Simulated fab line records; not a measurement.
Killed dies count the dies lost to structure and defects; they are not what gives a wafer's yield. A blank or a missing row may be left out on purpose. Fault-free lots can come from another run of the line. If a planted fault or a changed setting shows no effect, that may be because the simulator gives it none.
Which of the tools did it? :: flow sky130 :: Sampling: 14 lots, 42 wafers, 6 of 708 route steps

== WHAT THE GAUGES SHOWED, per wafer ==
SKY_FIELD_ISO_THK_MEAS_25.
lot: L772
measured: day 2 11:57
on: film_metro-04
FIELD_ISO_CVD_24_THK (nm): 597 595 593

lot: L773
measured: day 2 17:20
on: film_metro-02
FIELD_ISO_CVD_24_THK (nm): 598 590 600

lot: L774
measured: day 2 23:43
on: film_metro-02
FIELD_ISO_CVD_24_THK (nm): 601 599 598

lot: L775
measured: day 3 06:21
on: film_metro-02
FIELD_ISO_CVD_24_THK (nm): 590 604 595

lot: L778
measured: day 3 21:20
on: film_metro-04
FIELD_ISO_CVD_24_THK (nm): 605 588 601

lot: L779
measured: day 4 02:59
on: film_metro-02
FIELD_ISO_CVD_24_THK (nm): 602 593 601

lot: L781
measured: day 4 11:14
on: film_metro-02
FIELD_ISO_CVD_24_THK (nm): 596 588 586

lot: L785
measured: day 5 09:20
on: film_metro-04
FIELD_ISO_CVD_24_THK (nm): 590 605 606

lot: L786
measured: day 5 14:10
on: film_metro-04
FIELD_ISO_CVD_24_THK (nm): 593 609 607

lot: L787
measured: day 5 18:01
on: film_metro-01
FIELD_ISO_CVD_24_THK (nm): 578 584 579

lot: L790
measured: day 6 10:47
on: film_metro-04
FIELD_ISO_CVD_24_THK (nm): 595 599 597

lot: L792
measured: day 6 21:47
on: film_metro-01
FIELD_ISO_CVD_24_THK (nm): 590 591 586

lot: L793
measured: day 7 01:05
on: film_metro-01
FIELD_ISO_CVD_24_THK (nm): 592 593 596

lot: L794
measured: day 7 06:44
on: film_metro-02
FIELD_ISO_CVD_24_THK (nm): 593 589 588

SKY_NWELL_RS_MEAS_29: a four-point-probe measurement.
lot: L772
measured: day 5 12:32
on: film_metro-03
NWELL_RS (ohm/sq): 625.0 626.7 624.6

lot: L773
measured: day 5 19:06
on: film_metro-03
NWELL_RS (ohm/sq): 623.4 621.8 622.3

lot: L774
measured: day 6 00:19
on: film_metro-02
NWELL_RS (ohm/sq): 628.6 627.3 627.1

lot: L775
measured: day 6 09:44
on: film_metro-02
NWELL_RS (ohm/sq): 624.0 626.2 624.2

lot: L778
measured: day 7 03:38
on: film_metro-02
NWELL_RS (ohm/sq): 626.5 625.6 624.9

lot: L779
measured: day 7 11:59
on: film_metro-01
NWELL_RS (ohm/sq): 627.2 627.2 626.6

lot: L781
measured: day 7 19:05
on: film_metro-03
NWELL_RS (ohm/sq): 624.5 625.5 624.1

lot: L785
measured: day 8 20:02
on: film_metro-03
NWELL_RS (ohm/sq): 624.3 621.7 622.7

lot: L786
measured: day 9 08:20
on: film_metro-02
NWELL_RS (ohm/sq): 627.0 628.4 626.3

lot: L787
measured: day 9 11:12
on: film_metro-02
NWELL_RS (ohm/sq): 624.1 623.8 623.7

lot: L790
measured: day 10 04:11
on: film_metro-01
NWELL_RS (ohm/sq): 625.5 625.6 627.0

lot: L792
measured: day 10 12:32
on: film_metro-01
NWELL_RS (ohm/sq): 623.5 623.6 624.3

lot: L793
measured: day 10 13:49
on: film_metro-02
NWELL_RS (ohm/sq): 624.6 624.4 623.7

lot: L794
measured: day 11 00:57
on: film_metro-02
NWELL_RS (ohm/sq): 627.3 625.7 626.6

SKY_VT_ADJUST_HVTP_TW_MEAS_11.
lot: L772
measured: day 6 07:56
on: film_metro-03
VT_ADJUST_HVTP_TW: 1356 1364 1360

lot: L773
measured: day 6 13:56
on: film_metro-04
VT_ADJUST_HVTP_TW: 1390 1388 1378

lot: L774
measured: day 6 20:08
on: film_metro-03
VT_ADJUST_HVTP_TW: 1363 1355 1362

lot: L775
measured: day 7 05:13
on: film_metro-04
VT_ADJUST_HVTP_TW: 1396 1400 1395

lot: L778
measured: day 8 00:08
on: film_metro-04
VT_ADJUST_HVTP_TW: 1396 1394 1392

lot: L779
measured: day 8 13:36
on: film_metro-03
VT_ADJUST_HVTP_TW: 1356 1357 1364

lot: L781
measured: day 8 15:26
on: film_metro-01
VT_ADJUST_HVTP_TW: 1381 1377 1374

lot: L785
measured: day 9 17:37
on: film_metro-03
VT_ADJUST_HVTP_TW: 1362 1358 1352

lot: L786
measured: day 10 05:17
on: film_metro-03
VT_ADJUST_HVTP_TW: 30 30 30

lot: L787
measured: day 10 09:04
on: film_metro-03
VT_ADJUST_HVTP_TW: 30 30 30

lot: L790
measured: day 11 02:14
on: film_metro-01
VT_ADJUST_HVTP_TW: 1380 1380 1377

lot: L792
measured: day 11 11:05
on: film_metro-01
VT_ADJUST_HVTP_TW: 1377 1375 1370

lot: L793
measured: day 11 11:52
on: film_metro-03
VT_ADJUST_HVTP_TW: 1351 1355 1350

lot: L794
measured: day 11 23:09
on: film_metro-03
VT_ADJUST_HVTP_TW: 1346 1340 1357

== TOOL THAT RAN EACH LOT (tool first, then ch and the chambers of the sampled wafers, then the start) ==
lot: L772
SKY_PWDE_STRIP_09: plasma_asher-01 ch 0,1, day 4 00:43
SKY_NWELL_STRIP_25: plasma_asher-04 ch 0,1, day 5 12:12
SKY_VT_ADJUST_HVTP_STRIP_10: plasma_asher-04 ch 0,1, day 6 07:49

lot: L773
SKY_PWDE_STRIP_09: plasma_asher-03 ch 0,1, day 4 06:52
SKY_NWELL_STRIP_25: plasma_asher-03 ch 0,1, day 5 18:46
SKY_VT_ADJUST_HVTP_STRIP_10: plasma_asher-04 ch 0,1, day 6 13:50

lot: L774
SKY_PWDE_STRIP_09: plasma_asher-03 ch 0,1, day 4 11:58
SKY_NWELL_STRIP_25: plasma_asher-03 ch 0,1, day 6 00:00
SKY_VT_ADJUST_HVTP_STRIP_10: plasma_asher-03 ch 0,1, day 6 20:02

lot: L775
SKY_PWDE_STRIP_09: plasma_asher-03 ch 0,1, day 4 20:16
SKY_NWELL_STRIP_25: plasma_asher-04 ch 1, day 6 09:25
SKY_VT_ADJUST_HVTP_STRIP_10: plasma_asher-03 ch 0,1, day 7 05:07

lot: L778
SKY_PWDE_STRIP_09: plasma_asher-03 ch 0, day 5 13:10
SKY_NWELL_STRIP_25: plasma_asher-03 ch 0,1, day 7 03:19
SKY_VT_ADJUST_HVTP_STRIP_10: plasma_asher-04 ch 0,1, day 8 00:02

lot: L779
SKY_PWDE_STRIP_09: plasma_asher-03 ch 0,1, day 5 20:16
SKY_NWELL_STRIP_25: plasma_asher-04 ch 0,1, day 7 11:40
SKY_VT_ADJUST_HVTP_STRIP_10: plasma_asher-03 ch 0,1, day 8 13:30

lot: L781
SKY_PWDE_STRIP_09: plasma_asher-02 ch 0,1, day 6 03:22
SKY_NWELL_STRIP_25: plasma_asher-03 ch 0,1, day 7 18:46
SKY_VT_ADJUST_HVTP_STRIP_10: plasma_asher-02 ch 0,1, day 8 15:20

lot: L785
SKY_PWDE_STRIP_09: plasma_asher-03 ch 0,1, day 7 05:40
SKY_NWELL_STRIP_25: plasma_asher-04 ch 0,1, day 8 19:43
SKY_VT_ADJUST_HVTP_STRIP_10: plasma_asher-03 ch 0,1, day 9 17:31

lot: L786
SKY_PWDE_STRIP_09: plasma_asher-03 ch 0,1, day 7 09:55
SKY_NWELL_STRIP_25: plasma_asher-04 ch 0,1, day 9 08:01
SKY_VT_ADJUST_HVTP_STRIP_10: plasma_asher-03 ch 0,1, day 10 05:11

lot: L787
SKY_PWDE_STRIP_09: plasma_asher-02 ch 0,1, day 7 15:06
SKY_NWELL_STRIP_25: plasma_asher-01 ch 0,1, day 9 10:53
SKY_VT_ADJUST_HVTP_STRIP_10: plasma_asher-04 ch 0,1, day 10 08:58

lot: L790
SKY_PWDE_STRIP_09: plasma_asher-03 ch 0,1, day 8 12:36
SKY_NWELL_STRIP_25: plasma_asher-01 ch 0,1, day 10 03:52
SKY_VT_ADJUST_HVTP_STRIP_10: plasma_asher-02 ch 0,1, day 11 02:08

lot: L792
SKY_PWDE_STRIP_09: plasma_asher-01 ch 1, day 8 17:40
SKY_NWELL_STRIP_25: plasma_asher-01 ch 0, day 10 12:13
SKY_VT_ADJUST_HVTP_STRIP_10: plasma_asher-02 ch 0,1, day 11 10:59

lot: L793
SKY_PWDE_STRIP_09: plasma_asher-02 ch 0,1, day 8 18:19
SKY_NWELL_STRIP_25: plasma_asher-04 ch 0,1, day 10 13:30
SKY_VT_ADJUST_HVTP_STRIP_10: plasma_asher-02 ch 0,1, day 11 11:46

lot: L794
SKY_PWDE_STRIP_09: plasma_asher-03 ch 0,1, day 9 04:10
SKY_NWELL_STRIP_25: plasma_asher-04 ch 0,1, day 11 00:37
SKY_VT_ADJUST_HVTP_STRIP_10: plasma_asher-04 ch 0,1, day 11 23:02
- SKY_PWDE_STRIP_09: strips in O2/N2.
- SKY_NWELL_STRIP_25: strips in O2/N2.
- SKY_VT_ADJUST_HVTP_STRIP_10: strips in O2/N2.

== WHAT THE TOOLS THEMSELVES READ (means of the sampled wafers that have a number; where no wafer has one, the mark that the record gives instead) ==
SKY_PWDE_STRIP_09.
lot: L772
tool: plasma_asher-01
chamber_pressure_mTorr (mTorr): 1500.3
drypump_motor_current_A (A): 5.9
n2_flow_sccm (sccm): 299.7
oes_product_au (a.u.): 0.718
strip_time_to_endpoint_s (s): 36.99

lot: L773
tool: plasma_asher-03
chamber_pressure_mTorr (mTorr): 1500.4
drypump_motor_current_A (A): 5.5
n2_flow_sccm (sccm): 300.0
oes_product_au (a.u.): 0.721
strip_time_to_endpoint_s (s): 36.71

lot: L774
tool: plasma_asher-03
chamber_pressure_mTorr (mTorr): 1498.3
drypump_motor_current_A (A): 5.6
n2_flow_sccm (sccm): 299.1
oes_product_au (a.u.): 0.716
strip_time_to_endpoint_s (s): 36.71

lot: L775
tool: plasma_asher-03
chamber_pressure_mTorr (mTorr): 1500.6
drypump_motor_current_A (A): 5.5
n2_flow_sccm (sccm): 298.7
oes_product_au (a.u.): 0.723
strip_time_to_endpoint_s (s): 36.93

lot: L778
tool: plasma_asher-03
chamber_pressure_mTorr (mTorr): 1498.9
drypump_motor_current_A (A): 5.8
n2_flow_sccm (sccm): 300.1
oes_product_au (a.u.): 0.724
strip_time_to_endpoint_s (s): 37.05

lot: L779
tool: plasma_asher-03
chamber_pressure_mTorr (mTorr): 1499.8
drypump_motor_current_A (A): 5.6
n2_flow_sccm (sccm): 300.2
oes_product_au (a.u.): 0.724
strip_time_to_endpoint_s (s): 36.90

lot: L781
tool: plasma_asher-02
chamber_pressure_mTorr (mTorr): 1501.1
drypump_motor_current_A (A): 5.9
n2_flow_sccm (sccm): 300.3
oes_product_au (a.u.): 0.722
strip_time_to_endpoint_s (s): 36.86

lot: L785
tool: plasma_asher-03
chamber_pressure_mTorr (mTorr): 1500.9
drypump_motor_current_A (A): 5.6
n2_flow_sccm (sccm): 300.0
oes_product_au (a.u.): 0.725
strip_time_to_endpoint_s (s): 36.91

lot: L786
tool: plasma_asher-03
chamber_pressure_mTorr (mTorr): 1499.9
drypump_motor_current_A (A): 5.5
n2_flow_sccm (sccm): 300.4
oes_product_au (a.u.): 0.724
strip_time_to_endpoint_s (s): 36.86

lot: L787
tool: plasma_asher-02
chamber_pressure_mTorr (mTorr): 1501.4
drypump_motor_current_A (A): 5.5
n2_flow_sccm (sccm): 300.3
oes_product_au (a.u.): 0.726
strip_time_to_endpoint_s (s): 36.80

lot: L790
tool: plasma_asher-03
chamber_pressure_mTorr (mTorr): 1499.9
drypump_motor_current_A (A): 5.5
n2_flow_sccm (sccm): 298.7
oes_product_au (a.u.): 0.725
strip_time_to_endpoint_s (s): 36.90

lot: L792
tool: plasma_asher-01
chamber_pressure_mTorr (mTorr): 1499.6
drypump_motor_current_A (A): 5.5
n2_flow_sccm (sccm): 299.9
oes_product_au (a.u.): 0.724
strip_time_to_endpoint_s (s): 37.17

lot: L793
tool: plasma_asher-02
chamber_pressure_mTorr (mTorr): 1499.4
drypump_motor_current_A (A): 5.9
n2_flow_sccm (sccm): 299.9
oes_product_au (a.u.): 0.726
strip_time_to_endpoint_s (s): 36.88

lot: L794
tool: plasma_asher-03
chamber_pressure_mTorr (mTorr): 1500.1
drypump_motor_current_A (A): 5.5
n2_flow_sccm (sccm): 299.9
oes_product_au (a.u.): 0.719
strip_time_to_endpoint_s (s): 36.81

SKY_NWELL_STRIP_25.
lot: L772
tool: plasma_asher-04
chamber_pressure_mTorr (mTorr): 1501.3
drypump_motor_current_A (A): 5.9
n2_flow_sccm (sccm): 300.7
oes_product_au (a.u.): 0.722
strip_time_to_endpoint_s (s): 36.85

lot: L773
tool: plasma_asher-03
chamber_pressure_mTorr (mTorr): 1500.3
drypump_motor_current_A (A): 5.6
n2_flow_sccm (sccm): 299.1
oes_product_au (a.u.): 0.722
strip_time_to_endpoint_s (s): 36.99

lot: L774
tool: plasma_asher-03
chamber_pressure_mTorr (mTorr): 1499.6
drypump_motor_current_A (A): 5.5
n2_flow_sccm (sccm): 300.2
oes_product_au (a.u.): 0.722
strip_time_to_endpoint_s (s): 36.81

lot: L775
tool: plasma_asher-04
chamber_pressure_mTorr (mTorr): 1500.1
drypump_motor_current_A (A): 4.7
n2_flow_sccm (sccm): 300.5
oes_product_au (a.u.): 0.723
strip_time_to_endpoint_s (s): 36.96

lot: L778
tool: plasma_asher-03
chamber_pressure_mTorr (mTorr): 1500.6
drypump_motor_current_A (A): 5.6
n2_flow_sccm (sccm): 299.9
oes_product_au (a.u.): 0.721
strip_time_to_endpoint_s (s): 36.90

lot: L779
tool: plasma_asher-04
chamber_pressure_mTorr (mTorr): 1499.9
drypump_motor_current_A (A): 5.3
n2_flow_sccm (sccm): 299.9
oes_product_au (a.u.): 0.731
strip_time_to_endpoint_s (s): 36.68

lot: L781
tool: plasma_asher-03
chamber_pressure_mTorr (mTorr): 1500.4
drypump_motor_current_A (A): 5.5
n2_flow_sccm (sccm): 298.9
oes_product_au (a.u.): 0.723
strip_time_to_endpoint_s (s): 36.67

lot: L785
tool: plasma_asher-04
chamber_pressure_mTorr (mTorr): 1501.7
drypump_motor_current_A (A): 5.9
n2_flow_sccm (sccm): 300.7
oes_product_au (a.u.): 0.723
strip_time_to_endpoint_s (s): 36.77

lot: L786
tool: plasma_asher-04
chamber_pressure_mTorr (mTorr): -
drypump_motor_current_A (A): -
n2_flow_sccm (sccm): -
oes_product_au (a.u.): -
strip_time_to_endpoint_s (s): -

lot: L787
tool: plasma_asher-01
chamber_pressure_mTorr (mTorr): -
drypump_motor_current_A (A): -
n2_flow_sccm (sccm): -
oes_product_au (a.u.): -
strip_time_to_endpoint_s (s): -

lot: L790
tool: plasma_asher-01
chamber_pressure_mTorr (mTorr): 1500.4
drypump_motor_current_A (A): 6.0
n2_flow_sccm (sccm): 300.0
oes_product_au (a.u.): 0.721
strip_time_to_endpoint_s (s): 36.96

lot: L792
tool: plasma_asher-01
chamber_pressure_mTorr (mTorr): 1500.1
drypump_motor_current_A (A): 6.2
n2_flow_sccm (sccm): 300.2
oes_product_au (a.u.): 0.723
strip_time_to_endpoint_s (s): 36.93

lot: L793
tool: plasma_asher-04
chamber_pressure_mTorr (mTorr): 1500.1
drypump_motor_current_A (A): 5.3
n2_flow_sccm (sccm): 299.9
oes_product_au (a.u.): 0.720
strip_time_to_endpoint_s (s): 36.72

lot: L794
tool: plasma_asher-04
chamber_pressure_mTorr (mTorr): 1499.7
drypump_motor_current_A (A): 5.3
n2_flow_sccm (sccm): 299.5
oes_product_au (a.u.): 0.724
strip_time_to_endpoint_s (s): 36.75

SKY_VT_ADJUST_HVTP_STRIP_10.
lot: L772
tool: plasma_asher-04
chamber_pressure_mTorr (mTorr): 1499.5
drypump_motor_current_A (A): 5.3
n2_flow_sccm (sccm): 299.4
oes_product_au (a.u.): 0.715
strip_time_to_endpoint_s (s): 14.20

lot: L773
tool: plasma_asher-04
chamber_pressure_mTorr (mTorr): 1500.3
drypump_motor_current_A (A): 5.9
n2_flow_sccm (sccm): 299.8
oes_product_au (a.u.): 0.716
strip_time_to_endpoint_s (s): 14.20

lot: L774
tool: plasma_asher-03
chamber_pressure_mTorr (mTorr): 1500.3
drypump_motor_current_A (A): 5.5
n2_flow_sccm (sccm): 299.4
oes_product_au (a.u.): 0.712
strip_time_to_endpoint_s (s): 14.11

lot: L775
tool: plasma_asher-03
chamber_pressure_mTorr (mTorr): 1501.1
drypump_motor_current_A (A): 5.5
n2_flow_sccm (sccm): 300.1
oes_product_au (a.u.): 0.713
strip_time_to_endpoint_s (s): 14.15

lot: L778
tool: plasma_asher-04
chamber_pressure_mTorr (mTorr): 1500.9
drypump_motor_current_A (A): 5.3
n2_flow_sccm (sccm): 299.8
oes_product_au (a.u.): 0.714
strip_time_to_endpoint_s (s): 14.14

lot: L779
tool: plasma_asher-03
chamber_pressure_mTorr (mTorr): 1499.3
drypump_motor_current_A (A): 5.6
n2_flow_sccm (sccm): 300.7
oes_product_au (a.u.): 0.716
strip_time_to_endpoint_s (s): 14.18

lot: L781
tool: plasma_asher-02
chamber_pressure_mTorr (mTorr): 1501.9
drypump_motor_current_A (A): 5.9
n2_flow_sccm (sccm): 299.8
oes_product_au (a.u.): 0.715
strip_time_to_endpoint_s (s): 14.17

lot: L785
tool: plasma_asher-03
chamber_pressure_mTorr (mTorr): 1499.6
drypump_motor_current_A (A): 5.5
n2_flow_sccm (sccm): 299.4
oes_product_au (a.u.): 0.715
strip_time_to_endpoint_s (s): 14.18

lot: L786
tool: plasma_asher-03
chamber_pressure_mTorr (mTorr): 1500.2
drypump_motor_current_A (A): 5.5
n2_flow_sccm (sccm): 300.7
oes_product_au (a.u.): 0.729
strip_time_to_endpoint_s (s): 58.39

lot: L787
tool: plasma_asher-04
chamber_pressure_mTorr (mTorr): 1498.7
drypump_motor_current_A (A): 5.3
n2_flow_sccm (sccm): 300.2
oes_product_au (a.u.): 0.731
strip_time_to_endpoint_s (s): 58.49

lot: L790
tool: plasma_asher-02
chamber_pressure_mTorr (mTorr): 1498.9
drypump_motor_current_A (A): 5.5
n2_flow_sccm (sccm): 301.0
oes_product_au (a.u.): 0.715
strip_time_to_endpoint_s (s): 14.22

lot: L792
tool: plasma_asher-02
chamber_pressure_mTorr (mTorr): 1500.8
drypump_motor_current_A (A): 5.9
n2_flow_sccm (sccm): 299.5
oes_product_au (a.u.): 0.720
strip_time_to_endpoint_s (s): 14.17

lot: L793
tool: plasma_asher-02
chamber_pressure_mTorr (mTorr): 1500.9
drypump_motor_current_A (A): 5.5
n2_flow_sccm (sccm): 299.4
oes_product_au (a.u.): 0.720
strip_time_to_endpoint_s (s): 14.15

lot: L794
tool: plasma_asher-04
chamber_pressure_mTorr (mTorr): 1499.0
drypump_motor_current_A (A): 5.3
n2_flow_sccm (sccm): 298.8
oes_product_au (a.u.): 0.715
strip_time_to_endpoint_s (s): 14.19

== THE ANSWER, worked out from the rows above alone ==
Rule: the usual values come from the lots themselves. The widest of any qualifying gaps counts: lots, ordered by their means at a reading, are off when they make up no more than a third of the lots, leave a main group of 4 or more, and stand apart from it by 3 or more times the standard deviation of that group's means. The tables above print the reading to a certain number of digits; a main group whose means all agree to those digits is not used. A lot without any number at a reading at which 4 lots or more have one is off too. All remaining lots with rows at the step are treated as sound. After the gauges, taken in route order, come the tools' own readings; for these a lot's mean is taken, as printed above. The first step at which some lot is off is used, and at that step the reading that is off furthest; a lot without a number counts as furthest.
Off: at SKY_VT_ADJUST_HVTP_TW_MEAS_11 (VT_ADJUST_HVTP_TW), L786, L787. Mean 1370 and standard deviation 16 in the main group.
If a tool, at a process step before that reading, ran all the lots that are off and no sound lot after the first of them, it fits. The gauges at SKY_VT_ADJUST_HVTP_TW_MEAS_11 aren't tried: what is off there is off at SKY_NWELL_STRIP_25 too, on other tools, and a gauge's error can't cause that. Of those tried, none fits.

== WHAT HAD BEEN PUT IN BY THE SIMULATOR ==
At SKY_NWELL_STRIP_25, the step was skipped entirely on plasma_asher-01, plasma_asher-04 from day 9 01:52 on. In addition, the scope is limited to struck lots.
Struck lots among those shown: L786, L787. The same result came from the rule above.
